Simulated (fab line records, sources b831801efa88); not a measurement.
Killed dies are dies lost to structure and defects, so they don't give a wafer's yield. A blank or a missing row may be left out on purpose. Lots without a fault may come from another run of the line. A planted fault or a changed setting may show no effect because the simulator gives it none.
Problem report in the 8D (eight disciplines) form, filled by code | flow gf180mcu | the parts of the form that need people (team, actions taken, sign-off) are left out

1. THE PROBLEM
run_length_s at GF_SAB_WET_ETCH_12 reads a mean of 342.8 s on 6 wafers of 2 lots; wafers without a fault read 467.4 s with a standard deviation of 2.9. That is -43 standard deviations from the usual mean.
The step: etches SiO2 in dHF, target depth 22 nm, time 440 s.
First seen on wafer L143.3, day 22 05:07, on wet_bench-01. The record holds 18 wafers of 6 lots with a number at this step. Rule for "out", or "out of limits": more than 4 standard deviations from the usual mean. The other wafers with a number count as sound.

2. WHAT IT IS AND WHAT IT IS NOT
question                    | is                     | is not
which readings at this step | run_length_s           | -
which lots                  | L143, L144             | L125, L127, L131, L147
which wafers of those lots  | all that have a number | -
read on which tools         | wet_bench-01           | wet_bench-02, wet_bench-04
when                        | from day 22 05:07      | up to then (9 sound wafers); but 3 sound wafers of L147 came after

3. SUSPECTS, AND WHAT RULES EACH OUT
Counting: a tool at a process step up to the reading stays a suspect if it ran every lot that is out and no sound lot after the first of them.
- wet_bench-01 at GF_SAB_WET_ETCH_12 (etches SiO2 in dHF, target depth 22 nm, time 440 s): kept. It ran every lot that is out, first L143 (day 22 05:07), and no sound lot after that; its last sound lot up to then is L127 (day 16 20:50). Its own readings are out on those wafers: run_length_s.
Left after counting: wet_bench-01 at GF_SAB_WET_ETCH_12.

4. THE CAUSE (what the simulator had put in)
Process parameter drift: wet_bench-01, from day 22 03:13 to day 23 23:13, at GF_SAB_WET_ETCH_12. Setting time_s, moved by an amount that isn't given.
Counting left only this tool.

5. THE CHAIN OF EFFECTS, in route order
Each row: a reading whose mean over the struck wafers that have a number lies more than 3 standard deviations from the usual. Only readings for which the record gives a usual standard deviation are gone through. hours: the time from each lot's start at the first step in this table that gives one to its start at this step, as a median over the lots. sigmas: the change in usual standard deviations.
hours | step               | reading      | usual   | on struck wafers | change | sigmas
0     | GF_SAB_WET_ETCH_12 | run_length_s | 467.4 s | 342.8            | -124.6 | -43
The process steps in it:
- GF_SAB_WET_ETCH_12: etches SiO2 in dHF, target depth 22 nm, time 440 s.

6. WHAT WOULD HAVE CAUGHT IT SOONER
In this record the first reading out of limits was taken at day 22 05:07, 2 hours after the fault began at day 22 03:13.
